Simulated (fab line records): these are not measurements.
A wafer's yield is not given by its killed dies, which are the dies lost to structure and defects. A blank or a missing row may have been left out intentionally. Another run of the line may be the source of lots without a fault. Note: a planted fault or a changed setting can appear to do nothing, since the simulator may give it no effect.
Which tool did it? ; flow sky130 ; 10 lots, 30 wafers sampled, at 2 steps of a route of 708

== WHAT THE GAUGES SHOWED, per wafer ==
SKY_METAL2_THK_MEAS_06: measures by xrf.
lot;measured;on;METAL2_ALCU_THK (nm)
L548;day 33 15:02;film metro-02;246.6 249.8 248.8
L552;day 36 17:01;film metro-04;250.2 249.0 248.6
L553;day 37 00:49;film metro-01;251.6 248.7 249.6
L555;day 37 08:46;film metro-04;245.3 250.6 248.8
L554;day 37 10:14;film metro-04;244.5 247.4 248.4
L563;day 39 12:35;film metro-01;251.9 253.8 248.0
L562;day 39 16:28;film metro-01;251.5 256.0 251.4
L564;day 40 02:29;film metro-02;244.3 248.5 245.9
L566;day 40 08:29;film metro-01;253.3 253.7 252.6
L569;day 40 19:02;film metro-02;249.2 251.6 249.9

== TOOL THAT RAN EACH LOT (tool first, then ch and the chambers of the sampled wafers, then the start) ==
lot;SKY_METAL2_SPUTTER_02
L548;pvd sputter-01, day 33 14:49
L552;pvd sputter-01, day 36 16:49
L553;pvd sputter-03, day 37 00:36
L555;pvd sputter-03, day 37 08:32
L554;pvd sputter-02, day 37 10:01
L563;pvd sputter-02, day 39 12:22
L562;pvd sputter-02, day 39 16:15
L564;pvd sputter-02, day 40 02:17
L566;pvd sputter-02, day 40 08:16
L569;pvd sputter-03, day 40 18:49
- SKY_METAL2_SPUTTER_02: material AlCu, target thk 250 nm, time 13.3 s.

== THE ANSWER, worked out from the rows above alone ==
Rule: the lots themselves supply what counts as usual. Put in order of their means at a reading, lots are off if they are a third of the lots or fewer, leave a main group of 4 or more, and stand apart from it by a gap of 3 or more times the standard deviation of the main group's means; of several such gaps the widest counts. If all means in a main group match to the digits the tables above print for the reading, that group is not used. A lot without any number at a reading at which 4 lots or more have one is off too. The other lots that the step has rows for count as sound.
None of the lots is off at any reading shown; this tells nothing.

== WHAT HAD BEEN PUT IN BY THE SIMULATOR ==
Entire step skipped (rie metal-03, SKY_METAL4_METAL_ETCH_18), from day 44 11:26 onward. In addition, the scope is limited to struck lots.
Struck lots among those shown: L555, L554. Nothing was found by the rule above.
